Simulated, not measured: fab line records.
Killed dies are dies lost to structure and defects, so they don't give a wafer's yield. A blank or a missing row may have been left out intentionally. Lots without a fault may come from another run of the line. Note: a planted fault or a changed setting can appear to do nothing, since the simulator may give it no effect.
Struck lot and sound lot, side by side ; flow gf180mcu ; 17 steps out of a route of 602
Sound: wafers L264.1, L264.2, L264.6. Wafers struck: L270.3, L270.4, L270.5. The cause is named last.
Per side, at each step with rows, come the tool, then ch with its chambers, and then its first start. Under that, the readings that differ: sound wafers ; struck wafers ; difference of the means ; sigmas: that difference in standard deviations of wafers without a fault.
alike: readings whose means differ by less than 2 such deviations, and words and numbers that are the same on both sides. not compared: withheld readings, readings that some wafer has no value for, bounds like >300 that may hide the same value, and numbers for which the record gives no deviation and whose values overlap.
A row with sigmas, a row that says differs or no value, or rows on one side alone: a step with any of these is where the two part. When numbers do not overlap yet have no deviation, they are printed without sigmas and do not part them. A reading missing from all wafers of one side parts the sides only when that side holds two or more wafers.

GF_STI_BOW_MEAS_00:
  struck on film-metro-02, day 4 03:02; sound on film-metro-02, day 2 21:00
  alike: INCOMING_BOW
then, 1 step without rows for these wafers: GF_STI_OXIDATION_01 (stabilise 600 s, purge 300 s, target thk 10 nm).
GF_STI_THK_MEAS_02:
  struck on film-metro-02, day 4 04:32; sound on film-metro-02, day 2 22:31
  alike: STI_OXIDATION_THK
then, 1 step without rows for these wafers: GF_STI_CVD_03 (deposits Si3N4 from DCS/NH3, target thk 207.16 nm, time 3551 s).
GF_STI_THK_MEAS_04:
  struck on film-metro-02, day 4 06:35; sound on film-metro-02, day 3 00:34
  alike: STI_CVD_03_THK
then, 4 steps without rows for these wafers: GF_STI_DEHYDRATE_05 (time 60 s); GF_STI_HMDS_06 (prime time 60 s); GF_STI_COAT_07 (resist thk 700 nm); GF_STI_SOFTBAKE_08 (time 60 s).
GF_STI_EXPOSE_09: exposes mask COMP, target cd 220 nm.
  sound on krf-scanner-02 ch 0, day 3 06:37; struck on krf-scanner-02 ch 0, day 4 12:18
reading;sound;struck;difference;sigmas
mask;COMP#0 COMP#0 COMP#0;COMP_R1#0 COMP_R1#0 COMP_R1#0;differs;
then, 2 steps without rows for these wafers: GF_STI_PEB_10 (peb time 90 s); GF_STI_DEVELOP_11 (develop time 60 s).
GF_STI_CD_MEAS_12: the cd target is 220 nm.
  struck on cd-sem-02, day 4 19:25; sound on cd-sem-02, day 3 13:42
reading;sound;struck;difference;sigmas
cd-nm (nm);220.5 219.4 220.7;175.3 175.9 176.2;-44.4;-37
GF_STI_ETCH_13: etches the open film in CHF3/O2, stops on Si, target depth 282.31 nm, time 112.9 s.
  sound on rie-diel-02 ch 0,1, day 3 13:49; struck on rie-diel-04 ch 1,2, day 4 19:29
reading;sound;struck;difference;sigmas
model.STI.cd-nm (nm);220.5 219.5 220.8;175.3 176.1 176.1;-44.4;
  alike: chamber-pressure-mTorr, drypump-motor-current-A, oes-product-au, throttle-valve-pct
  not compared: rf-hours-counter-h
GF_STI_ETCH_14: etches Si in HBr/Cl2/O2, target depth 360 nm, time 102.9 s.
  sound on rie-si-01 ch 0,2,3, day 3 13:54; struck on rie-si-01 ch 0,3, day 4 19:34
reading;sound;struck;difference;sigmas
model.STI.cd-nm (nm);219.3 218.6 219.3;175.1 175.9 175.6;-43.5;
  alike: chamber-pressure-mTorr, drypump-motor-current-A, oes-product-au, throttle-valve-pct
  not compared: rf-hours-counter-h
GF_STI_STRIP_15: strips in O2/N2.
  sound on plasma-asher-01 ch 0,1, day 3 13:58; struck on plasma-asher-03 ch 0,1, day 4 19:40
  alike: chamber-pressure-mTorr, drypump-motor-current-A, heater-power-w, n2-flow-sccm, oes-product-au, platen-temp-c, strip-time-to-endpoint-s
  not compared: rf-hours-counter-h
-- the record jumps here: 28 days lie between the struck wafers' starts before and after (it left off in module STI and takes up again in module PASSIVATION, whose first step shown is number 602 of the route) --
GF_PASSIVATION_PROBE_99:
  rows exist in the record for the struck wafers here (prober-01, day 32 17:31), but not for the sound ones

## WHERE THEY PART
First at GF_STI_EXPOSE_09; last, within this record, at GF_PASSIVATION_PROBE_99.

WHY: the cause the simulator had injected
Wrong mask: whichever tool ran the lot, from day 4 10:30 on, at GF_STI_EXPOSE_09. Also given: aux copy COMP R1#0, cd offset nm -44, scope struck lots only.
